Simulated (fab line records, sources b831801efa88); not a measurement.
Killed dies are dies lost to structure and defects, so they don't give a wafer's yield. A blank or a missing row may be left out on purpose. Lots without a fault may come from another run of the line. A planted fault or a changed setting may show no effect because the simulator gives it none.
One fault seen from 2 desks | flow sky130 | each desk has only its own numbers; what lay behind them comes last

THE TOOL OWNER'S DESK: cvd_w-01
The tool's own readings at SKY_VIA4_CVD_18 (deposits W, target thk 505 nm, time 152.14 s): means of the sampled wafers that have a number, for each lot that ran on this tool. A lot is out of limits, marked OUT, if its mean lies more than 4 standard deviations from the usual mean; the brackets give that distance.
Columns: A = heater_power_w at SKY_VIA4_CVD_18, usual 869 W; B = susceptor_temp_C at SKY_VIA4_CVD_18, usual 400.03 C
lot  | first seen here | A   | B
L520 | day 43 10:27    | 899 | 400.06
L523 | day 44 09:18    | 929 | 399.91
L524 | day 44 12:55    | 869 | 400.18
L525 | day 45 00:27    | 868 | 399.95
L528 | day 45 11:33    | 918 | 403.95 (+17) OUT
L531 | day 46 07:49    | 935 | 404.11 (+18) OUT
This desk's finding: out of limits on L528, L531; first on L528, day 45 11:33 (susceptor_temp_C at SKY_VIA4_CVD_18). In limits: L520, L523, L524, L525.

THE METROLOGY DESK
What the gauges read, lot by lot, whatever tool the lot ran on: means of the sampled wafers that have a number. A lot is out of limits, marked OUT, if its mean lies more than 4 standard deviations from the usual mean; the brackets give that distance.
Columns: A = CAP2M_OVL at SKY_CAP2M_OVL_MEAS_12, usual 0.5 nm; B = VIA4_W_RS at SKY_VIA4_RS_MEAS_19, usual 0.228 ohm/sq; C = VIA4_W_THK at SKY_VIA4_THK_MEAS_20, usual 497 nm
lot  | first seen here | A    | B     | C
L520 | day 41 08:14    | 1.3  | 0.231 | 487
L521 | day 41 08:45    | -0.4 | 0.218 | 515
L523 | day 42 08:02    | -0.2 | 0.227 | 501
L524 | day 42 12:39    | -1.6 | 0.232 | 490
L525 | day 43 00:52    | 0.1  | 0.233 | 484
L526 | day 43 05:58    | 2.1  | 0.227 | 499
L528 | day 43 12:51    | -0.5 | 0.212 | 542
L531 | day 44 10:59    | 0.5  | 0.213 | 526
L532 | day 44 15:21    | 0.9  | 0.224 | 509
L536 | day 45 17:26    | 3.5  | 0.216 | 527
This desk's finding: nothing out of limits on any of the 10 lots.

PUT TOGETHER
The tool owner's desk could have raised an alarm at day 45 11:33, on L528, L531.
The metrology desk saw nothing out of limits.
The metrology desk has L528, L531 on record, within its limits.
Of the lots named, all ran SKY_VIA4_CVD_18 on cvd_w-01.

WHAT THE SIMULATOR HAD PUT IN
Process parameter drift: cvd_w-01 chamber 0, from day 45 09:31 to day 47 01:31, at SKY_VIA4_CVD_18. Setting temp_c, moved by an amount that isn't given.
Lots struck among those shown: L528, L531.
Hours from the fault's start to each desk's first reading out of limits: the tool owner's desk, 2.
